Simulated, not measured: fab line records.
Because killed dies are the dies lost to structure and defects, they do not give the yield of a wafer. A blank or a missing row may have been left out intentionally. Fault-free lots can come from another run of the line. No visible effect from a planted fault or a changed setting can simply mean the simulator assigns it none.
8D (eight disciplines) problem report, filled in by code | flow sfq line | the parts of the form that need people (team, actions taken, sign-off) are left out

1. WHAT IS WRONG
Wafers without a fault read 3000.0 rpm, standard deviation 2.3; spin speed rpm at SFQ_TRILAYER_M1_LITHO_COAT_039 reads a mean of 2663.2 rpm on 6 wafers belonging to 2 lots. That is -99 or more standard deviations from the usual mean.
The step: resist thk 600 nm.
First seen on wafer L203.1, day 22 09:29, on litho track-04. The record holds 42 wafers of 14 lots with a number at this step. Rule for "out", or "out of limits": more than 4 standard deviations from the usual mean. The other wafers with a number count as sound.

2. WHAT IT IS AND WHAT IT IS NOT
question                    | is                     | is not
which readings at this step | spin speed rpm         | dispense pressure kPa
which lots                  | L203, L204             | L194, L196, L197, L198, L208, L211, L212, L213, L214, L215, L216, L217
which wafers of those lots  | all that have a number | -
read on which tools         | litho track-04         | litho track-02, litho track-03
when                        | from day 22 09:29      | up to then (12 sound wafers); but 24 sound wafers of L208, L211, L212, L213, L214, L215, L216, L217 came after

3. THE SUSPECTS, EACH WITH WHAT RULES IT OUT
Counting: a tool at a process step up to the reading stays a suspect if it ran every lot that is out and no sound lot after the first of them.
- litho track-04 at SFQ_TRILAYER_M1_LITHO_COAT_039 (resist thk 600 nm): ruled out as a lasting fault. Following L203 (day 22 09:29), the first lot on it that is out, the sound lots L212, L217 were run on it.
Left after counting: nothing in the record.

4. THE CAUSE (what the simulator had put in)
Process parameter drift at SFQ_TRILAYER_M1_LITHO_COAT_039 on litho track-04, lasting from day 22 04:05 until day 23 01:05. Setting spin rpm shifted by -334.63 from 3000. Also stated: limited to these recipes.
Counting ruled it out, wrongly.

5. THE CHAIN OF EFFECTS, in route order
One row per reading whose mean, taken over the struck wafers that have a number, lies over 3 standard deviations from the usual. Scope: only readings with a usual standard deviation given in the record; hours: median across lots of the time from each lot's start at the first step in this table that gives one to its start at this step; sigmas: change in usual standard deviations.
hours | step                           | reading        | usual      | on struck wafers | change | sigmas
0     | SFQ_TRILAYER_M1_LITHO_COAT_039 | spin speed rpm | 3000.0 rpm | 2663.2           | -336.8 | -99 or more
It contains these process steps:
- SFQ_TRILAYER_M1_LITHO_COAT_039: resist thk 600 nm.
At these later measuring or inspecting steps, every struck wafer for which the step has a row has a number for every such reading, and none has moved that far: SFQ_I7_BOW_MEAS_946.

6. HOW IT WOULD HAVE BEEN CAUGHT EARLIER
In this record no reading fell out of limits until day 22 09:29, 5 hours after the fault had begun at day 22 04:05.
